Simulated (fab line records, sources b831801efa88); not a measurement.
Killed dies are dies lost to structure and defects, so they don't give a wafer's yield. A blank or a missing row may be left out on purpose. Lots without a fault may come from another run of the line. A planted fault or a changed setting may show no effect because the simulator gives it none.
Which tool did it? | flow sky130 | 12 lots, 36 wafers sampled, at 3 steps of a route of 708

WHAT THE GAUGES READ, wafer by wafer
SKY_VIA2_OVL_MEAS_13. Usual: VIA2_OVL 0 nm, standard deviation 4.9.
lot  | measured     | on         | VIA2_OVL (nm) | flag
L633 | day 37 19:16 | overlay-01 | 7 2 0         |
L635 | day 38 06:33 | overlay-01 | 2 3 -5        |
L636 | day 38 16:05 | overlay-02 | -1 -3 -6      |
L637 | day 38 23:55 | overlay-02 | -6 -4 -4      |
L639 | day 39 14:56 | overlay-02 | -1 3 1        |
L640 | day 39 22:52 | overlay-02 | 3 3 4         |
L641 | day 40 15:08 | overlay-01 | -1 -1 -10     |
L648 | day 42 20:22 | overlay-01 | 3 -2 5        |
L649 | day 42 21:11 | overlay-02 | 4 2 6         |
L651 | day 43 01:17 | overlay-02 | 7 -1 -1       |
L650 | day 43 07:58 | overlay-02 | -1 -2 7       |
L652 | day 43 14:40 | overlay-02 | 10 5 9        |

WHICH TOOL RAN EACH LOT (tool, then ch and the chambers of the sampled wafers, then the start)
lot  | SKY_METAL2_SPUTTER_02        | SKY_METAL2_STRIP_20
L633 | pvd_sputter-04, day 35 13:16 | plasma_asher-01 ch 0,1, day 36 16:27
L635 | pvd_sputter-03, day 36 00:26 | plasma_asher-04 ch 0,1, day 37 03:24
L636 | pvd_sputter-02, day 36 09:13 | plasma_asher-01 ch 0,1, day 37 12:28
L637 | pvd_sputter-02, day 36 18:04 | plasma_asher-04 ch 0,1, day 37 21:17
L639 | pvd_sputter-03, day 37 09:10 | plasma_asher-04 ch 0,1, day 38 12:11
L640 | pvd_sputter-04, day 37 17:29 | plasma_asher-02 ch 0,1, day 38 20:09
L641 | pvd_sputter-02, day 38 10:50 | plasma_asher-01 ch 0,1, day 39 12:47
L648 | pvd_sputter-03, day 40 17:51 | plasma_asher-04 ch 1, day 41 19:08
L649 | pvd_sputter-02, day 40 18:09 | plasma_asher-01 ch 0,1, day 41 19:34
L651 | pvd_sputter-02, day 41 00:04 | plasma_asher-02 ch 0,1, day 42 00:37
L650 | pvd_sputter-02, day 41 03:15 | plasma_asher-04 ch 0,1, day 42 04:40
L652 | pvd_sputter-04, day 41 12:56 | plasma_asher-01 ch 0,1, day 42 13:28
- SKY_METAL2_SPUTTER_02: material AlCu, target thk 250 nm, time 13.3 s.
- SKY_METAL2_STRIP_20: strips in O2/N2.

WHAT THE TOOLS THEMSELVES READ (means of the sampled wafers that have a number; where no wafer has one, the mark that the record gives instead)
SKY_METAL2_SPUTTER_02. Usual: throttle_valve_pct 29.4 %, standard deviation 0.82.
lot  | tool           | throttle_valve_pct (%) | flag
L633 | pvd_sputter-04 | 29.6                   |
L635 | pvd_sputter-03 | 28.9                   |
L636 | pvd_sputter-02 | 29.5                   |
L637 | pvd_sputter-02 | 29.6                   |
L639 | pvd_sputter-03 | 28.6                   |
L640 | pvd_sputter-04 | 29.6                   |
L641 | pvd_sputter-02 | 29.7                   |
L648 | pvd_sputter-03 | 29.3                   |
L649 | pvd_sputter-02 | 29.3                   |
L651 | pvd_sputter-02 | 29.3                   |
L650 | pvd_sputter-02 | 28.8                   |
L652 | pvd_sputter-04 | 29.6                   |

SKY_METAL2_STRIP_20. Usual: drypump_motor_current_A 5.8 A, standard deviation 0.57; oes_product_au 0.343 a.u., standard deviation 0.0049; strip_time_to_endpoint_s 2.69 s, standard deviation 0.033.
lot  | tool            | drypump_motor_current_A (A) | oes_product_au (a.u.) | strip_time_to_endpoint_s (s) | flag
L633 | plasma_asher-01 | 5.9                         | 0.346                 | 2.71                         |
L635 | plasma_asher-04 | 6.3                         | 0.350                 | 2.74                         |
L636 | plasma_asher-01 | 5.7                         | 0.341                 | 2.72                         |
L637 | plasma_asher-04 | 6.3                         | 0.349                 | 2.69                         |
L639 | plasma_asher-04 | 6.1                         | 0.344                 | 2.65                         |
L640 | plasma_asher-02 | 5.7                         | 0.340                 | 2.69                         |
L641 | plasma_asher-01 | 5.9                         | 0.344                 | 2.70                         |
L648 | plasma_asher-04 | 6.5                         | 0.340                 | 2.69                         |
L649 | plasma_asher-01 | 5.9                         | 0.340                 | 2.69                         |
L651 | plasma_asher-02 | 5.2                         | 0.342                 | 2.66                         |
L650 | plasma_asher-04 | 6.1                         | 0.345                 | 2.75                         |
L652 | plasma_asher-01 | 5.7                         | 0.338                 | 2.70                         |

THE ANSWER, worked out from the rows above alone
Rule: a lot is off if the mean of its wafers that have a number lies more than 3 standard deviations from the usual mean. A lot without any number at a reading at which 4 lots or more have one is off too. The other lots that the step has rows for count as sound. The gauges are gone through in route order, then the tools' own readings, and for those a lot's mean is taken as printed above. The first step at which some lot is off is used, and at that step the reading that is off furthest; a lot without a number counts as furthest.
No lot is off at any reading shown: from this, nothing can be told.

WHAT THE SIMULATOR HAD PUT IN
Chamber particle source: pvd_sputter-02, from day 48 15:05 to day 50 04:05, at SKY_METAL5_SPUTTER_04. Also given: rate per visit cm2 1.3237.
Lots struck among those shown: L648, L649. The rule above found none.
